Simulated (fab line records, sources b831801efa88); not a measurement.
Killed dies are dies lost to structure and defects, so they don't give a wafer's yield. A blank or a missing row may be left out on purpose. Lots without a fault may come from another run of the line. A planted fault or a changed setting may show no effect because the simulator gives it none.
Chamber matching | flow sky130 | SKY_CAP2M_CVD_00 on pecvd-04: 3 sister chambers
The step deposits SiO2, target thk 15.5 nm. 3 wafers are shown with their chamber, then 10 later ones without.

WAFERS WITH THEIR CHAMBER
wafer  | chamber | heater_power_w (W)
L092.2 | 0       | 641
L092.4 | 2       | 647
L092.5 | 1       | 773

WAFERS WITHOUT THEIR CHAMBER
wafer  | heater_power_w (W)
L092.6 | 638
L093.4 | 834
L093.5 | 836
L093.6 | 623
L096.1 | 686
L096.2 | 795
L096.3 | 798
L096.4 | 683
L096.5 | 801
L096.6 | 638

WHICH CHAMBER EACH WENT THROUGH
wafer  | from the rows above          | in truth
L092.6 | can't be placed: 0 or 2      | 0
L093.4 | 1                            | 1
L093.5 | 1                            | 1
L093.6 | can't be placed: 0 or 2      | 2
L096.1 | can't be placed: 2 or 0 or 1 | 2
L096.2 | 1                            | 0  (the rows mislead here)
L096.3 | 1                            | 1
L096.4 | can't be placed: 2 or 0 or 1 | 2
L096.5 | 1                            | 1
L096.6 | can't be placed: 0 or 2      | 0
Placed correctly: 4 of 10. Can't be placed from these rows: 5 (the true chamber is among the candidates in 5). Placed wrongly: 1.
How it was worked out, from the rows above alone: a wafer's distance from a chamber is the root of the sum, over the readings, of the square of ((its reading less the chamber's mean) divided by the reading's scatter). The wafer belongs to the nearest chamber; if the next one is less than 2 further off, it can't be placed. A chamber's mean is the mean of its shown wafers. The scatter: with one shown wafer a chamber, the root of the mean of the squares of how far each hidden wafer lies from its nearest shown one.
